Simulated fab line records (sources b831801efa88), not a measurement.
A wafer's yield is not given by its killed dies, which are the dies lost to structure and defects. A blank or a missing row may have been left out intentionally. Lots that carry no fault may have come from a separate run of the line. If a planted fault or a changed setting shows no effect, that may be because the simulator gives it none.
2 desks looking at one fault + flow sky130 + each desk has only its own numbers; what lay behind them comes last

## FROM THE METROLOGY DESK
What the gauges read, lot by lot, whatever tool the lot ran on: means of the sampled wafers that have a number. Any lot whose mean is over 4 standard deviations away from the usual mean is out of limits and marked OUT; that distance is given in the brackets.
Columns: A = INCOMING_BOW at SKY_FIELD_ISO_BOW_MEAS_00, usual 0 um
| lot  | first seen here | A  |
|------|-----------------|----|
| L257 | day 1 10:00     | 0  |
| L258 | day 1 15:01     | -2 |
| L259 | day 1 20:00     | 6  |
| L260 | day 2 01:04     | -5 |
| L262 | day 2 11:00     | 6  |
| L263 | day 2 16:00     | 0  |
| L265 | day 3 02:01     | 1  |
| L267 | day 3 12:00     | -0 |
| L274 | day 4 23:00     | 0  |
| L275 | day 5 04:01     | -0 |
| L278 | day 5 19:02     | -3 |
| L279 | day 6 00:01     | -2 |
This desk's finding: nothing out of limits on any of the 12 lots.

## FOR THE TOOL OWNER'S DESK: plasmaAsher-02
The tool's own readings at SKY_VT_ADJUST_LVTN_STRIP_09 (strips in O2/N2): means of the sampled wafers that have a number, for each lot that ran on this tool. Any lot whose mean is over 4 standard deviations away from the usual mean is out of limits and marked OUT; that distance is given in the brackets.
Columns: A = drypumpMotorCurrentA at SKY_VT_ADJUST_LVTN_STRIP_09, usual 5.7 A; B = o2FlowSccm at SKY_VT_ADJUST_LVTN_STRIP_09, usual 2999 sccm; C = oesProductAu at SKY_VT_ADJUST_LVTN_STRIP_09, usual 0.723 a.u.; D = stripTimeToEndpointS at SKY_VT_ADJUST_LVTN_STRIP_09, usual 36.93 s
| lot  | first seen here | A   | B              | C     | D     |
|------|-----------------|-----|----------------|-------|-------|
| L260 | day 8 03:23     | 5.7 | 3001           | 0.724 | 36.99 |
| L262 | day 9 04:08     | 4.8 | 2994           | 0.728 | 36.90 |
| L263 | day 9 13:26     | 5.2 | 3585 (+59) OUT | 0.724 | 36.68 |
| L267 | day 9 17:14     | 5.2 | 3604 (+60) OUT | 0.729 | 36.62 |
This desk finds L263, L267 out of limits, L263 being first, at day 9 13:26 (o2FlowSccm at SKY_VT_ADJUST_LVTN_STRIP_09). L260, L262: within limits.

## ALL TOGETHER
The tool owner's desk could have raised an alarm at day 9 13:26, on L263, L267.
Nothing out of limits was seen by the metrology desk.
The metrology desk has L263, L267 on record, within its limits.
All the named lots went through SKY_VT_ADJUST_LVTN_STRIP_09 on plasmaAsher-02.

## WHAT THE SIMULATOR HAD PUT IN
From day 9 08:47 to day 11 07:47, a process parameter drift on plasmaAsher-02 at SKY_VT_ADJUST_LVTN_STRIP_09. The setting o2FlowSccm was moved by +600, starting from 3000. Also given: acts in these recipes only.
Struck lots among those shown: L263, L267.
Delay in hours, fault start to first out-of-limits reading, by desk: the tool owner's desk at 5.
